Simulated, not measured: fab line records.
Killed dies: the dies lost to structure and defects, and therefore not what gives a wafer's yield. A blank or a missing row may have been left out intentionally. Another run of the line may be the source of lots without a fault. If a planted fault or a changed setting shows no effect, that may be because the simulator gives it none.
fab line records :: flow sky130
record
  lots=4
  wafers=12
  last-day=51
route steps=708 shown POLY_CUT@317 SD_P@320 RES_XHIGH@332 SD_N@342 PAD_OPEN@708
lots that met no fault: taken from a fault-free run of the same line
start-h: start of the lot's first displayed wafer, in hours after the record's first day :: wait-h: hours from the lot's prior step to this one :: " as in the row above :: L1.1+2: several wafers, shown together as one row :: - no value, or no start given :: * or withheld: withheld :: < > ~ a bound
route shown NAME@n: a module of which the file shows steps, and the number in the route of the first :: usual: mean/standard deviation taken from wafers without a fault :: same: alike in all rows :: chamber/n: place in a boat :: sites: each site's reading :: _std_site: the standard deviation of these :: _edge_site: the outer-site mean with the inner-site mean subtracted :: radius-mm: for every site, how far away it sits from the centre of the wafer :: mask NAME#n: copy n :: behind: the last tool/chamber to shape the wafer :: hold: the reason the lot was held/the length of the hold in hours/how it ended :: device: names the non-switching transistor (n, p or np) :: end of line: the tests these same wafers got at the end of their route :: a step with no rows: only its recipe :: killed: dies that structure and defects cost at the first sort, which is not the same as the wafer's yield :: map: per-die view of a wafer (x killed, . not killed, _ where there is no die)
set.NAME: the setting as run; set.NAME@STEP: as run at that earlier step :: model.NAME: the simulator's own value behind a step, which no gauge read
a table for each step, a row for each wafer; lots at some steps of the route
services: when a tool's chamber went out of use (start-h, in hours from the record's first day, below 0 if earlier), for how many hours, and the reason
## steps
# step SKY_POLY_CUT_ETCH_10
# recipe
  chemistry=N2/H2
  target=BARC
  ion-energy-ev=200
  source-w=500
  bias-w=100
  pressure-mtorr=30
  n2-flow-sccm=100
  h2-flow-sccm=200
  stop-on=SiO2
  time-s=45.9
  target-depth-a=600
# step SKY_POLY_CUT_ETCH_11
# recipe
  target=Si3N4
  chemistry=CF4/CH2F2/Ar
  stop-on=poly-Si
  source-w=600
  bias-w=150
  pressure-mtorr=40
  cf4-flow-sccm=40
  ch2f2-flow-sccm=20
  Ar_flow_sccm=150
  time-s=42.5
  target-depth-a=600
# step SKY_POLY_CUT_STRIP_12
# recipe
  chemistry=O2/N2
  power-w=1400
  pressure-mtorr=1500
  platen-temp-c=withheld
  o2-flow-sccm=3000
  n2-flow-sccm=300
  overash-fraction=0.5
# step SKY_SD_P_DEHYDRATE_00
# recipe
  temp-c=200
  time-s=60
# step SKY_SD_P_HMDS_01
# recipe
  prime-time-s=60
  prime-temp-c=120
# step SKY_SD_P_COAT_02
# recipe
  resist=NOVOLAK
  spin-rpm=3000
  resist-thk-nm=1140
# step SKY_SD_P_SOFTBAKE_03
# recipe
  temp-c=90
  time-s=60
  resist=NOVOLAK
# step SKY_SD_P_EXPOSE_04
# recipe
  mask-id=PSDM
  na=0.6
  source-shape=conventional
  sigma-outer=0.6
  polarization=unpolarized
  target-cd-nm=380
  dose-mj=138
# step SKY_SD_P_PEB_05
# recipe
  temp-c=withheld
  time-s=*
  resist=NOVOLAK
# step SKY_SD_P_DEVELOP_06
# recipe
  resist=NOVOLAK
  developer=TMAH
  develop-time-s=60
  dev-temp-c=23
# step SKY_SD_P_IMPLANT_09
# recipe
  species=BF2
  energy-kev=20
  dose-cm2=3e+15
  tilt-deg=0
# usual
  beam-on-s=12.63/0.27
  dose-ions-cm2=2.9999e+15/3e+12
  faraday-current-uA=12942/280
lot.wafer: L399.1
tool: implanter-03
chamber: 0
start-h: 654.59
wait-h: 0.0
beam-on-s: 12.52
dose-ions-cm2: 2.9999e+15
faraday-current-uA: 13010

lot.wafer: L399.5
tool: implanter-03
chamber: 0
start-h: 654.59
wait-h: 0.0
beam-on-s: 12.78
dose-ions-cm2: 2.9972e+15
faraday-current-uA: 12782

lot.wafer: L399.6
tool: implanter-03
chamber: 0
start-h: 654.59
wait-h: 0.0
beam-on-s: 12.89
dose-ions-cm2: 3.0033e+15
faraday-current-uA: 12658

lot.wafer: L412.3
tool: implanter-03
chamber: 0
start-h: 788.69
wait-h: 0.1
beam-on-s: 20.43
dose-ions-cm2: 4.7755e+15
faraday-current-uA: 12768

lot.wafer: L412.4
tool: implanter-03
chamber: 0
start-h: 788.69
wait-h: 0.1
beam-on-s: 20.62
dose-ions-cm2: 4.773e+15
faraday-current-uA: 12717

lot.wafer: L412.6
tool: implanter-03
chamber: 0
start-h: 788.69
wait-h: 0.1
beam-on-s: 19.54
dose-ions-cm2: 4.773e+15
faraday-current-uA: 13343

lot.wafer: L407.2
tool: implanter-03
chamber: 0
start-h: 789.77
wait-h: 0.0
beam-on-s: 19.45
dose-ions-cm2: 4.7801e+15
faraday-current-uA: 13339

lot.wafer: L407.3
tool: implanter-03
chamber: 0
start-h: 789.77
wait-h: 0.0
beam-on-s: 19.67
dose-ions-cm2: 4.7745e+15
faraday-current-uA: 13303

lot.wafer: L407.4
tool: implanter-03
chamber: 0
start-h: 789.77
wait-h: 0.0
beam-on-s: 20.10
dose-ions-cm2: 4.778e+15
faraday-current-uA: 13019

lot.wafer: L414.3
tool: implanter-02
chamber: 0
start-h: 790.61
wait-h: 0.1
beam-on-s: 12.68
dose-ions-cm2: 3.0015e+15
faraday-current-uA: 12951

lot.wafer: L414.4
tool: implanter-02
chamber: 0
start-h: 790.61
wait-h: 0.1
beam-on-s: 12.36
dose-ions-cm2: 2.9979e+15
faraday-current-uA: 13145

lot.wafer: L414.5
tool: implanter-02
chamber: 0
start-h: 790.61
wait-h: 0.1
beam-on-s: 12.60
dose-ions-cm2: 3.0015e+15
faraday-current-uA: 13011
# step SKY_SD_P_STRIP_10
# recipe
  chemistry=O2/N2
  power-w=1400
  pressure-mtorr=1500
  platen-temp-c=withheld
  o2-flow-sccm=3000
  n2-flow-sccm=300
  overash-fraction=0.5
# usual
  chamber-pressure-mTorr=1500.2/1.4
  drypump-motor-current-A=5.5/0.35
  oes-product-au=0.618/0.0051
  strip-time-to-endpoint-s=17.49/0.04
lot.wafer: L399.1
tool: plasma-asher-04
chamber: 1
start-h: 654.74
wait-h: 0.1
chamber-pressure-mTorr: 1502.4
drypump-motor-current-A: 5.6
oes-product-au: 0.621
rf-hours-counter-h: 97
strip-time-to-endpoint-s: 17.54

lot.wafer: L399.5
tool: plasma-asher-04
chamber: 0
start-h: 654.74
wait-h: 0.1
chamber-pressure-mTorr: 1501.7
drypump-motor-current-A: 5.7
oes-product-au: 0.622
rf-hours-counter-h: -
strip-time-to-endpoint-s: 17.50

lot.wafer: L399.6
tool: plasma-asher-04
chamber: 1
start-h: 654.74
wait-h: 0.1
chamber-pressure-mTorr: 1500.1
drypump-motor-current-A: 5.6
oes-product-au: 0.623
rf-hours-counter-h: -
strip-time-to-endpoint-s: 17.52

lot.wafer: L412.3
tool: plasma-asher-01
chamber: 1
start-h: 788.82
wait-h: 0.1
chamber-pressure-mTorr: 1498.5
drypump-motor-current-A: 5.9
oes-product-au: 0.593
rf-hours-counter-h: -
strip-time-to-endpoint-s: 18.45

lot.wafer: L412.4
tool: plasma-asher-01
chamber: 0
start-h: 788.82
wait-h: 0.1
chamber-pressure-mTorr: 1502.0
drypump-motor-current-A: 4.7
oes-product-au: 0.595
rf-hours-counter-h: -
strip-time-to-endpoint-s: 18.42

lot.wafer: L412.6
tool: plasma-asher-01
chamber: 0
start-h: 788.82
wait-h: 0.1
chamber-pressure-mTorr: 1500.4
drypump-motor-current-A: 4.7
oes-product-au: 0.591
rf-hours-counter-h: -
strip-time-to-endpoint-s: 18.46

lot.wafer: L407.2
tool: plasma-asher-01
chamber: 1
start-h: 789.89
wait-h: 0.1
chamber-pressure-mTorr: 1501.0
drypump-motor-current-A: 5.9
oes-product-au: 0.597
rf-hours-counter-h: 66
strip-time-to-endpoint-s: 18.50

lot.wafer: L407.3
tool: plasma-asher-01
chamber: 0
start-h: 789.89
wait-h: 0.1
chamber-pressure-mTorr: 1500.1
drypump-motor-current-A: 4.7
oes-product-au: 0.595
rf-hours-counter-h: -
strip-time-to-endpoint-s: 18.48

lot.wafer: L407.4
tool: plasma-asher-01
chamber: 1
start-h: 789.89
wait-h: 0.1
chamber-pressure-mTorr: 1499.7
drypump-motor-current-A: 5.9
oes-product-au: 0.594
rf-hours-counter-h: -
strip-time-to-endpoint-s: 18.46

lot.wafer: L414.3
tool: plasma-asher-02
chamber: 0
start-h: 790.74
wait-h: 0.1
chamber-pressure-mTorr: 1499.9
drypump-motor-current-A: 5.6
oes-product-au: 0.606
rf-hours-counter-h: -
strip-time-to-endpoint-s: 17.46

lot.wafer: L414.4
tool: plasma-asher-02
chamber: 1
start-h: 790.74
wait-h: 0.1
chamber-pressure-mTorr: 1499.3
drypump-motor-current-A: 5.3
oes-product-au: 0.615
rf-hours-counter-h: -
strip-time-to-endpoint-s: 17.43

lot.wafer: L414.5
tool: plasma-asher-02
chamber: 0
start-h: 790.74
wait-h: 0.1
chamber-pressure-mTorr: 1496.9
drypump-motor-current-A: 5.6
oes-product-au: 0.616
rf-hours-counter-h: -
strip-time-to-endpoint-s: 17.44
# step SKY_SD_P_TW_MEAS_11
# usual
  SD_P_TW=2820/27
lot.wafer: L399.1
tool: film-metro-03
chamber: -
start-h: 654.87
wait-h: 0.1
SD_P_TW: 2798

lot.wafer: L399.5
tool: film-metro-03
chamber: -
start-h: 654.87
wait-h: 0.1
SD_P_TW: 2785

lot.wafer: L399.6
tool: film-metro-03
chamber: -
start-h: 654.87
wait-h: 0.1
SD_P_TW: 2810

lot.wafer: L412.3
tool: film-metro-04
chamber: -
start-h: 788.91
wait-h: 0.1
SD_P_TW: 3060

lot.wafer: L412.4
tool: film-metro-04
chamber: -
start-h: 788.91
wait-h: 0.1
SD_P_TW: 3047

lot.wafer: L412.6
tool: film-metro-04
chamber: -
start-h: 788.91
wait-h: 0.1
SD_P_TW: 3048

lot.wafer: L407.2
tool: film-metro-04
chamber: -
start-h: 790.00
wait-h: 0.1
SD_P_TW: 3042

lot.wafer: L407.3
tool: film-metro-04
chamber: -
start-h: 790.00
wait-h: 0.1
SD_P_TW: 3058

lot.wafer: L407.4
tool: film-metro-04
chamber: -
start-h: 790.00
wait-h: 0.1
SD_P_TW: 3053

lot.wafer: L414.3
tool: film-metro-04
chamber: -
start-h: 790.83
wait-h: 0.1
SD_P_TW: 2843

lot.wafer: L414.4
tool: film-metro-04
chamber: -
start-h: 790.83
wait-h: 0.1
SD_P_TW: 2838

lot.wafer: L414.5
tool: film-metro-04
chamber: -
start-h: 790.83
wait-h: 0.1
SD_P_TW: 2848
# step SKY_RES_XHIGH_DEHYDRATE_00
# recipe
  temp-c=200
  time-s=60
# step SKY_RES_XHIGH_HMDS_01
# recipe
  prime-time-s=60
  prime-temp-c=120
# step SKY_RES_XHIGH_COAT_02
# recipe
  resist=NOVOLAK
  spin-rpm=3000
  resist-thk-nm=1140
# step SKY_RES_XHIGH_SOFTBAKE_03
# recipe
  temp-c=90
  time-s=60
  resist=NOVOLAK
# step SKY_RES_XHIGH_EXPOSE_04
# recipe
  mask-id=URPM
  na=0.6
  source-shape=conventional
  sigma-outer=0.6
  polarization=unpolarized
  target-cd-nm=1270
  dose-mj=140
# step SKY_RES_XHIGH_PEB_05
# recipe
  temp-c=withheld
  time-s=*
  resist=NOVOLAK
# step SKY_RES_XHIGH_DEVELOP_06
# recipe
  resist=NOVOLAK
  developer=TMAH
  develop-time-s=60
  dev-temp-c=23
# step SKY_RES_XHIGH_IMPLANT_07
# recipe
  species=BF2
  energy-kev=20
  dose-cm2=3.6e+14
  tilt-deg=0
# step SKY_RES_XHIGH_STRIP_08
# recipe
  chemistry=O2/N2
  power-w=1400
  pressure-mtorr=1500
  platen-temp-c=withheld
  o2-flow-sccm=3000
  n2-flow-sccm=300
  overash-fraction=0.5
# step SKY_SD_N_DEHYDRATE_00
# recipe
  temp-c=200
  time-s=60
# step SKY_SD_N_HMDS_01
# recipe
  prime-time-s=60
  prime-temp-c=120
# step SKY_SD_N_COAT_02
# recipe
  resist=NOVOLAK
  spin-rpm=3000
  resist-thk-nm=1140
# step SKY_SD_N_SOFTBAKE_03
# recipe
  temp-c=90
  time-s=60
  resist=NOVOLAK
# step SKY_SD_N_EXPOSE_04
# recipe
  mask-id=NSDM
  na=0.6
  source-shape=conventional
  sigma-outer=0.6
  polarization=unpolarized
  target-cd-nm=380
  dose-mj=141
# step SKY_SD_N_PEB_05
# recipe
  temp-c=withheld
  time-s=*
  resist=NOVOLAK
# step SKY_SD_N_DEVELOP_06
# recipe
  resist=NOVOLAK
  developer=TMAH
  develop-time-s=60
  dev-temp-c=23
# step SKY_SD_N_IMPLANT_09
# recipe
  species=As
  energy-kev=50
  dose-cm2=4e+15
  tilt-deg=0
# step SKY_SD_N_IMPLANT_10
# recipe
  species=P
  energy-kev=20
  dose-cm2=1e+14
  tilt-deg=0
# step SKY_SD_N_STRIP_11
# recipe
  chemistry=O2/N2
  power-w=1400
  pressure-mtorr=1500
  platen-temp-c=withheld
  o2-flow-sccm=3000
  n2-flow-sccm=300
  overash-fraction=0.5
# step SKY_SD_N_CLEAN_13
# recipe
  chemistry=SC1/SC2
  mix=1:4:20
  temp-c=70
  time-s=150
  dry=n2-spin
# step SKY_SD_N_RTA_14
# recipe
  temp-c=1075
  time-s=2
  idle-temp-c=650
  ramp-up-c-per-s=150
  ramp-down-c-per-s=90
  ambient=N2
# step SKY_SD_N_RS_MEAS_17
# recipe
  thk-meas-gauge=four-point-probe
# usual
  SD_P_RS=147.1/0.37
lot.wafer: L399.1
tool: film-metro-02
chamber: -
start-h: 711.39
wait-h: 0.1
SD_P_RS[ohm/sq]: 146.8

lot.wafer: L399.5
tool: film-metro-02
chamber: -
start-h: 711.39
wait-h: 0.1
SD_P_RS[ohm/sq]: 146.5

lot.wafer: L399.6
tool: film-metro-02
chamber: -
start-h: 711.39
wait-h: 0.1
SD_P_RS[ohm/sq]: 146.9

lot.wafer: L412.3
tool: film-metro-03
chamber: -
start-h: 840.83
wait-h: 0.1
SD_P_RS[ohm/sq]: 140.5

lot.wafer: L412.4
tool: film-metro-03
chamber: -
start-h: 840.83
wait-h: 0.1
SD_P_RS[ohm/sq]: 140.9

lot.wafer: L412.6
tool: film-metro-03
chamber: -
start-h: 840.83
wait-h: 0.1
SD_P_RS[ohm/sq]: 140.8

lot.wafer: L407.2
tool: film-metro-04
chamber: -
start-h: 842.36
wait-h: 0.1
SD_P_RS[ohm/sq]: 140.3

lot.wafer: L407.3
tool: film-metro-04
chamber: -
start-h: 842.36
wait-h: 0.1
SD_P_RS[ohm/sq]: 140.7

lot.wafer: L407.4
tool: film-metro-04
chamber: -
start-h: 842.36
wait-h: 0.1
SD_P_RS[ohm/sq]: 140.5

lot.wafer: L414.3
tool: film-metro-04
chamber: -
start-h: 843.99
wait-h: 0.1
SD_P_RS[ohm/sq]: 146.9

lot.wafer: L414.4
tool: film-metro-04
chamber: -
start-h: 843.99
wait-h: 0.1
SD_P_RS[ohm/sq]: 146.7

lot.wafer: L414.5
tool: film-metro-04
chamber: -
start-h: 843.99
wait-h: 0.1
SD_P_RS[ohm/sq]: 146.8
# step SKY_PAD_OPEN_PROBE_99
# usual
  killed_at_M0_to_M3=42/7.3
  killed_at_M4_up=3.4/2
  killed-at-contacts=24/5.6
  killed-at-front-end=16/4.5
  killed-at-other=0.2/0.51
  killed-dies=86/9.8
  killed-open=46/7
  killed-short=40/6.7
# same
  gross-dies=492
  killed-at-back-side=0
lot.wafer: L399.1
tool: prober-01
chamber: -
start-h: 1125.03
wait-h: 0.1
killed_at_M0_to_M3: 44
killed_at_M4_up: 4
killed-at-contacts: 19
killed-at-front-end: 18
killed-at-other: 0
killed-dies: 85
killed-open: 40
killed-short: 44
model.etest.res-high-po.line-ohm-um: 758.8
model.etest.res-pdiff.line-ohm-um: 1379
model.etest.pfet_01v8.r-on-ohm-um: 2994
model.etest.licon-high-po.rc-ohm: 356.3
model.etest.licon-pdiff.rc-ohm: 597.7
model.etest.res-high-po.rs-ohm-sq: 270.1
model.etest.res-pdiff-hv.rs-ohm-sq: 191.5
model.etest.res-pdiff.rs-ohm-sq: 195.4

lot.wafer: L399.5
tool: prober-01
chamber: -
start-h: 1125.23
wait-h: 0.2
killed_at_M0_to_M3: 49
killed_at_M4_up: 4
killed-at-contacts: 18
killed-at-front-end: 20
killed-at-other: 0
killed-dies: 91
killed-open: 47
killed-short: 44
model.etest.res-high-po.line-ohm-um: 759.9
model.etest.res-pdiff.line-ohm-um: 1363
model.etest.pfet_01v8.r-on-ohm-um: 2906
model.etest.licon-high-po.rc-ohm: 345.8
model.etest.licon-pdiff.rc-ohm: 567.8
model.etest.res-high-po.rs-ohm-sq: 265.2
model.etest.res-pdiff-hv.rs-ohm-sq: 191.7
model.etest.res-pdiff.rs-ohm-sq: 197.1

lot.wafer: L399.6
tool: prober-01
chamber: -
start-h: 1125.28
wait-h: 0.2
killed_at_M0_to_M3: 46
killed_at_M4_up: 1
killed-at-contacts: 21
killed-at-front-end: 12
killed-at-other: 0
killed-dies: 80
killed-open: 49
killed-short: 31
model.etest.res-high-po.line-ohm-um: 774
model.etest.res-pdiff.line-ohm-um: 1352
model.etest.pfet_01v8.r-on-ohm-um: 2902
model.etest.licon-high-po.rc-ohm: 364.1
model.etest.licon-pdiff.rc-ohm: 599.7
model.etest.res-high-po.rs-ohm-sq: 269
model.etest.res-pdiff-hv.rs-ohm-sq: 191.4
model.etest.res-pdiff.rs-ohm-sq: 196.7

lot.wafer: L412.3
tool: prober-01
chamber: -
start-h: 1213.41
wait-h: 0.5
killed_at_M0_to_M3: 48
killed_at_M4_up: 5
killed-at-contacts: 21
killed-at-front-end: 10
killed-at-other: 0
killed-dies: 84
killed-open: 44
killed-short: 40
model.etest.res-high-po.line-ohm-um: 590.4
model.etest.res-pdiff.line-ohm-um: 1200
model.etest.pfet_01v8.r-on-ohm-um: 2721
model.etest.licon-high-po.rc-ohm: 231.6
model.etest.licon-pdiff.rc-ohm: 492.6
model.etest.res-high-po.rs-ohm-sq: 207.2
model.etest.res-pdiff-hv.rs-ohm-sq: 166
model.etest.res-pdiff.rs-ohm-sq: 173.1

lot.wafer: L412.4
tool: prober-01
chamber: -
start-h: 1213.46
wait-h: 0.5
killed_at_M0_to_M3: 45
killed_at_M4_up: 0
killed-at-contacts: 12
killed-at-front-end: 17
killed-at-other: 0
killed-dies: 74
killed-open: 32
killed-short: 42
model.etest.res-high-po.line-ohm-um: 585.2
model.etest.res-pdiff.line-ohm-um: 1225
model.etest.pfet_01v8.r-on-ohm-um: 2717
model.etest.licon-high-po.rc-ohm: 230.5
model.etest.licon-pdiff.rc-ohm: 508.1
model.etest.res-high-po.rs-ohm-sq: 204.1
model.etest.res-pdiff-hv.rs-ohm-sq: 168.3
model.etest.res-pdiff.rs-ohm-sq: 173.6

lot.wafer: L412.6
tool: prober-01
chamber: -
start-h: 1213.56
wait-h: 0.6
killed_at_M0_to_M3: 44
killed_at_M4_up: 2
killed-at-contacts: 24
killed-at-front-end: 15
killed-at-other: 0
killed-dies: 85
killed-open: 40
killed-short: 45
model.etest.res-high-po.line-ohm-um: 586.1
model.etest.res-pdiff.line-ohm-um: 1218
model.etest.pfet_01v8.r-on-ohm-um: 2728
model.etest.licon-high-po.rc-ohm: 219.7
model.etest.licon-pdiff.rc-ohm: 501.3
model.etest.res-high-po.rs-ohm-sq: 205.7
model.etest.res-pdiff-hv.rs-ohm-sq: 166.9
model.etest.res-pdiff.rs-ohm-sq: 173.8

lot.wafer: L407.2
tool: prober-02
chamber: -
start-h: 1214.56
wait-h: 0.1
killed_at_M0_to_M3: 38
killed_at_M4_up: 1
killed-at-contacts: 27
killed-at-front-end: 11
killed-at-other: 0
killed-dies: 77
killed-open: 44
killed-short: 33
model.etest.res-high-po.line-ohm-um: 573.5
model.etest.res-pdiff.line-ohm-um: 1197
model.etest.pfet_01v8.r-on-ohm-um: 2767
model.etest.licon-high-po.rc-ohm: 218.3
model.etest.licon-pdiff.rc-ohm: 499.4
model.etest.res-high-po.rs-ohm-sq: 200.8
model.etest.res-pdiff-hv.rs-ohm-sq: 169.8
model.etest.res-pdiff.rs-ohm-sq: 176.3

lot.wafer: L407.3
tool: prober-02
chamber: -
start-h: 1214.61
wait-h: 0.2
killed_at_M0_to_M3: 35
killed_at_M4_up: 8
killed-at-contacts: 44
killed-at-front-end: 16
killed-at-other: 0
killed-dies: 103
killed-open: 51
killed-short: 52
model.etest.res-high-po.line-ohm-um: 568
model.etest.res-pdiff.line-ohm-um: 1251
model.etest.pfet_01v8.r-on-ohm-um: 2751
model.etest.licon-high-po.rc-ohm: 211
model.etest.licon-pdiff.rc-ohm: 505.3
model.etest.res-high-po.rs-ohm-sq: 199.3
model.etest.res-pdiff-hv.rs-ohm-sq: 168.4
model.etest.res-pdiff.rs-ohm-sq: 175.6

lot.wafer: L407.4
tool: prober-02
chamber: -
start-h: 1214.66
wait-h: 0.2
killed_at_M0_to_M3: 35
killed_at_M4_up: 7
killed-at-contacts: 40
killed-at-front-end: 11
killed-at-other: 0
killed-dies: 93
killed-open: 46
killed-short: 47
model.etest.res-high-po.line-ohm-um: 575.6
model.etest.res-pdiff.line-ohm-um: 1226
model.etest.pfet_01v8.r-on-ohm-um: 2740
model.etest.licon-high-po.rc-ohm: 224.1
model.etest.licon-pdiff.rc-ohm: 504.3
model.etest.res-high-po.rs-ohm-sq: 198.7
model.etest.res-pdiff-hv.rs-ohm-sq: 168.8
model.etest.res-pdiff.rs-ohm-sq: 177.3

lot.wafer: L414.3
tool: prober-02
chamber: -
start-h: 1218.38
wait-h: 0.2
killed_at_M0_to_M3: 42
killed_at_M4_up: 0
killed-at-contacts: 28
killed-at-front-end: 22
killed-at-other: 0
killed-dies: 92
killed-open: 55
killed-short: 37
model.etest.res-high-po.line-ohm-um: 732.2
model.etest.res-pdiff.line-ohm-um: 1369
model.etest.pfet_01v8.r-on-ohm-um: 2925
model.etest.licon-high-po.rc-ohm: 339.9
model.etest.licon-pdiff.rc-ohm: 543.5
model.etest.res-high-po.rs-ohm-sq: 257.7
model.etest.res-pdiff-hv.rs-ohm-sq: 187.5
model.etest.res-pdiff.rs-ohm-sq: 193.5

lot.wafer: L414.4
tool: prober-02
chamber: -
start-h: 1218.43
wait-h: 0.2
killed_at_M0_to_M3: 43
killed_at_M4_up: 8
killed-at-contacts: 21
killed-at-front-end: 14
killed-at-other: 0
killed-dies: 86
killed-open: 51
killed-short: 35
model.etest.res-high-po.line-ohm-um: 713.5
model.etest.res-pdiff.line-ohm-um: 1344
model.etest.pfet_01v8.r-on-ohm-um: 2855
model.etest.licon-high-po.rc-ohm: 327.3
model.etest.licon-pdiff.rc-ohm: 569.5
model.etest.res-high-po.rs-ohm-sq: 253
model.etest.res-pdiff-hv.rs-ohm-sq: 185.5
model.etest.res-pdiff.rs-ohm-sq: 192.5

lot.wafer: L414.5
tool: prober-02
chamber: -
start-h: 1218.48
wait-h: 0.2
killed_at_M0_to_M3: 43
killed_at_M4_up: 1
killed-at-contacts: 32
killed-at-front-end: 13
killed-at-other: 2
killed-dies: 91
killed-open: 41
killed-short: 50
model.etest.res-high-po.line-ohm-um: 738.2
model.etest.res-pdiff.line-ohm-um: 1326
model.etest.pfet_01v8.r-on-ohm-um: 2911
model.etest.licon-high-po.rc-ohm: 355.6
model.etest.licon-pdiff.rc-ohm: 577.3
model.etest.res-high-po.rs-ohm-sq: 257.7
model.etest.res-pdiff-hv.rs-ohm-sq: 187.2
model.etest.res-pdiff.rs-ohm-sq: 192.1
# killed by level:class
L399.1 METAL1:geometric-particle:short=7 VIA1:geometric-particle:open=7 LI_CONTACT:geometric-particle:open=6 VIA3:geometric-particle:open=6 FIELD_ISO:geometric-particle:short=5 CONTACT:geometric-particle:short=5 VIA1:geometric-particle:short=5 POLY_GATE:geometric-particle:open=4
L399.5 VIA2:geometric-particle:open=11 CONTACT:geometric-particle:open=10 FIELD_ISO:geometric-particle:open=8 VIA1:geometric-particle:open=8 FIELD_ISO:geometric-particle:short=7 METAL2:geometric-particle:short=7 METAL1:geometric-particle:short=5 VIA2:geometric-particle:short=5
L399.6 VIA2:geometric-particle:open=11 VIA3:geometric-particle:open=10 CONTACT:geometric-particle:open=7 LI_CONTACT:geometric-particle:open=6 METAL1:geometric-particle:short=6 VIA1:geometric-particle:open=5 FIELD_ISO:geometric-particle:open=4 METAL2:geometric-particle:short=4
L412.3 CONTACT:geometric-particle:open=11 VIA1:geometric-particle:open=10 VIA2:geometric-particle:open=9 METAL1:geometric-particle:short=7 METAL2:geometric-particle:short=5 VIA3:geometric-particle:open=5 FIELD_ISO:geometric-particle:short=4 LI_CONTACT:geometric-particle:open=4
L412.4 VIA1:geometric-particle:open=9 VIA3:geometric-particle:open=8 METAL1:geometric-particle:short=7 METAL2:geometric-particle:short=7 FIELD_ISO:geometric-particle:open=4 FIELD_ISO:geometric-particle:short=4 SPACER:geometric-particle:short=4 LI_CONTACT:geometric-particle:short=4
L412.6 VIA1:geometric-particle:open=11 CONTACT:geometric-particle:open=10 VIA1:geometric-particle:short=8 METAL1:geometric-particle:short=7 FIELD_ISO:geometric-particle:short=6 LI_CONTACT:geometric-particle:open=5 METAL2:geometric-particle:short=5 LOCAL_INTERCONNECT:geometric-particle:short=4
L407.2 VIA1:geometric-particle:open=9 LI_CONTACT:geometric-particle:open=7 LOCAL_INTERCONNECT:geometric-particle:short=7 CONTACT:geometric-particle:open=6 VIA2:geometric-particle:open=5 METAL2:geometric-particle:short=5 VIA3:geometric-particle:open=5 FIELD_ISO:geometric-particle:open=4
L407.3 LI_CONTACT:geometric-particle:open=14 CONTACT:geometric-particle:open=11 CONTACT:geometric-particle:short=10 METAL2:geometric-particle:short=8 VIA1:geometric-particle:open=7 POLY_GATE:geometric-particle:short=6 METAL4:geometric-particle:short=6 VIA3:geometric-particle:open=6
L407.4 CONTACT:geometric-particle:open=16 LI_CONTACT:geometric-particle:open=13 METAL1:geometric-particle:short=9 METAL4:geometric-particle:short=6 CONTACT:geometric-particle:short=5 VIA1:geometric-particle:open=5 LOCAL_INTERCONNECT:geometric-particle:short=4 METAL2:geometric-particle:short=4
L414.3 VIA3:geometric-particle:open=9 VIA1:geometric-particle:open=9 LI_CONTACT:geometric-particle:open=8 CONTACT:geometric-particle:open=8 VIA1:geometric-particle:short=8 POLY_GATE:geometric-particle:open=7 METAL2:geometric-particle:short=6 POLY_GATE:geometric-particle:short=5
L414.4 VIA1:geometric-particle:open=10 FIELD_ISO:geometric-particle:open=7 LI_CONTACT:geometric-particle:open=7 VIA3:geometric-particle:open=7 VIA2:geometric-particle:open=6 LOCAL_INTERCONNECT:geometric-particle:short=5 METAL4:geometric-particle:short=5 METAL1:geometric-particle:short=4
L414.5 LI_CONTACT:geometric-particle:open=8 VIA1:geometric-particle:short=7 LOCAL_INTERCONNECT:geometric-particle:short=7 CONTACT:geometric-particle:open=7 CONTACT:geometric-particle:short=7 VIA1:geometric-particle:open=7 METAL1:geometric-particle:short=5 POLY_GATE:geometric-particle:open=4
## services
tool: plasma-asher-01
chamber: -
start-h: 664.46
hours: 2.8
kind: pm

tool: implanter-03
chamber: -
start-h: 679.36
hours: 2.9
kind: pm

tool: implanter-02
chamber: -
start-h: 680.56
hours: 1.1
kind: repair

tool: plasma-asher-04
chamber: -
start-h: 688.38
hours: 8.4
kind: repair

tool: implanter-02
chamber: -
start-h: 693.12
hours: 2.1
kind: repair

tool: implanter-03
chamber: -
start-h: 710.83
hours: 2.4
kind: repair

tool: plasma-asher-04
chamber: -
start-h: 733.75
hours: 9.0
kind: pm

tool: plasma-asher-04
chamber: 0
start-h: 733.75
hours: 9.0
kind: vent-cycle

tool: plasma-asher-04
chamber: 1
start-h: 733.75
hours: 9.0
kind: vent-cycle

tool: plasma-asher-04
chamber: 0
start-h: 742.75
hours: -
kind: clean

tool: plasma-asher-04
chamber: 1
start-h: 742.75
hours: -
kind: clean

tool: plasma-asher-02
chamber: -
start-h: 745.76
hours: 2.8
kind: pm

tool: plasma-asher-02
chamber: -
start-h: 748.51
hours: 4.3
kind: pm
## key
first-sign
  step=SKY_SD_P_IMPLANT_09
  reading=dose-ions-cm2
  direction=up
  sigmas=99+
  usual=*
  struck=*
effect
  step=SKY_SD_P_IMPLANT_09
  reading=beam-on-s
  direction=up
  sigmas=27
  usual=12.63
  struck=19.97
effect
  step=SKY_SD_P_STRIP_10
  reading=strip-time-to-endpoint-s
  direction=up
  sigmas=24
  usual=*
  struck=*
effect
  step=SKY_SD_P_TW_MEAS_11
  reading=SD_P_TW
  direction=up
  sigmas=8.7
  usual=2820
  struck=3051
effect
  step=SKY_SD_N_RS_MEAS_17
  reading=SD_P_RS
  direction=down
  sigmas=18
  usual=147.1
  struck=140.6
model-effect
  step=SKY_PAD_OPEN_PROBE_99
  value=etest.res-high-po.line-ohm-um
  without=751.2
  struck=579.8
met-at SKY_SD_P_IMPLANT_09
struck-wafers L407.2,L407.3,L407.4,L412.3,L412.4,L412.6
tester-left-out L407,L412
onset-between 654.59 788.69
fault
  kind=process-parameter-drift
  tool=implanter-03
  chamber=-
  onset-h=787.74
  steps=SKY_SD_P_IMPLANT_09
  channel=dose-cm2
  offset=*
  shape=step
  end-h=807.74
  acts-in=*
  stated=*
# tester-left-out: of these lots the tester's yield and bins aren't shown, on N5 and GAA mostly nor the transistor test; their killed dies are dies lost to structure and defects alone, not to doping, threshold or leakage, so they don't give the yield
